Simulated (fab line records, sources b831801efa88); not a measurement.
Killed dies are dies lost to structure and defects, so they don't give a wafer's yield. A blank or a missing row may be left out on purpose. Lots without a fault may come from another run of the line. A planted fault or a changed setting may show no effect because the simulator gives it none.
One fault seen from 2 desks | flow sky130 | each desk has only its own numbers; what lay behind them comes last

THE METROLOGY DESK
What the gauges read, lot by lot, whatever tool the lot ran on: means of the sampled wafers that have a number. A lot is out of limits, marked OUT, if its mean lies more than 4 standard deviations from the usual mean; the brackets give that distance.
Columns: A = cd_nm at SKY_FIELD_ISO_CD_MEAS_13, usual 150.0 nm; B = PWDE_TW at SKY_PWDE_TW_MEAS_10, usual 376; C = POLY_GATE_CVD_00_THK at SKY_POLY_GATE_THK_MEAS_01, usual 179.8 nm; D = SD_N_TW at SKY_SD_N_TW_MEAS_12, usual 3999
lot  | first seen here | A     | B   | C               | D
L706 | day 2 05:15     | 152.4 | 370 | 178.6           | 3991
L707 | day 2 09:31     | 149.7 | 368 | 180.2           | 3994
L708 | day 2 15:47     | 149.0 | 373 | 180.1           | 4073
L709 | day 2 20:07     | 150.3 | 372 | 181.2           | 4013
L710 | day 3 01:50     | 150.5 | 373 | 182.4           | 3981
L711 | day 3 05:51     | 149.4 | 375 | 180.1           | 3987
L712 | day 3 12:15     | 147.3 | 384 | 179.0           | 4085
L713 | day 3 19:43     | 150.8 | 385 | 180.2           | 3983
L717 | day 4 13:41     | 150.2 | 383 | 196.7 (+11) OUT | 4012
L719 | day 5 01:13     | 151.3 | 381 | 195.5 (+10) OUT | 3991
L726 | day 6 12:19     | 150.7 | 373 | 181.9           | 3986
L727 | day 6 18:39     | 150.1 | 384 | 178.9           | 3955
L728 | day 6 22:40     | 149.7 | 373 | 179.8           | 3966
L729 | day 7 03:49     | 148.1 | 373 | 181.6           | 3939
This desk's finding: out of limits on L717, L719; first on L717, day 18 00:22 (POLY_GATE_CVD_00_THK at SKY_POLY_GATE_THK_MEAS_01). In limits: L706, L707, L708, L709, L710, L711, L712, L713, L726, L727, L728, L729.

THE TOOL OWNER'S DESK: lpcvd-01
The tool's own readings at SKY_POLY_GATE_CVD_00 (deposits poly-Si, target thk 180 nm, time 720 s): means of the sampled wafers that have a number, for each lot that ran on this tool. A lot is out of limits, marked OUT, if its mean lies more than 4 standard deviations from the usual mean; the brackets give that distance.
Columns: A = pressure_mtorr at SKY_POLY_GATE_CVD_00, usual 200.0 mTorr; B = spike_tc_bottom_C at SKY_POLY_GATE_CVD_00, usual 641.0 C
lot  | first seen here | A                       | B
L706 | day 13 21:36    | 199.8                   | 637.7
L707 | day 14 03:13    | 199.8                   | 643.1
L708 | day 14 17:55    | 199.8                   | 643.9
L709 | day 15 01:11    | 199.9                   | 637.8
L710 | day 15 11:04    | 200.0                   | 643.2
L711 | day 15 16:36    | 199.9                   | 638.3
L712 | day 16 06:07    | 200.2                   | 642.4
L713 | day 16 18:10    | 200.0                   | 642.1
L717 | day 17 23:09    | 239.9 (+99 or more) OUT | 642.3
L719 | day 18 12:17    | 240.0 (+99 or more) OUT | 643.5
L726 | day 21 03:02    | 199.8                   | 637.8
L727 | day 21 09:29    | 200.1                   | 643.5
L728 | day 21 18:17    | 200.2                   | 642.5
L729 | day 21 22:23    | 200.1                   | 643.3
This desk's finding: out of limits on L717, L719; first on L717, day 17 23:09 (pressure_mtorr at SKY_POLY_GATE_CVD_00). In limits: L706, L707, L708, L709, L710, L711, L712, L713, L726, L727, L728, L729.

PUT TOGETHER
The tool owner's desk could have raised an alarm at day 17 23:09, on L717, L719.
The metrology desk could have raised an alarm at day 18 00:22, on L717, L719.
Of the lots named, all ran SKY_POLY_GATE_CVD_00 on lpcvd-01.

WHAT THE SIMULATOR HAD PUT IN
Process parameter drift: lpcvd-01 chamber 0, from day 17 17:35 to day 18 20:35, at SKY_POLY_GATE_CVD_00. Setting pressure_mtorr, moved by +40, from 200.
Lots struck among those shown: L717, L719.
Hours from the fault's start to each desk's first reading out of limits: the tool owner's desk, 6; the metrology desk, 7.
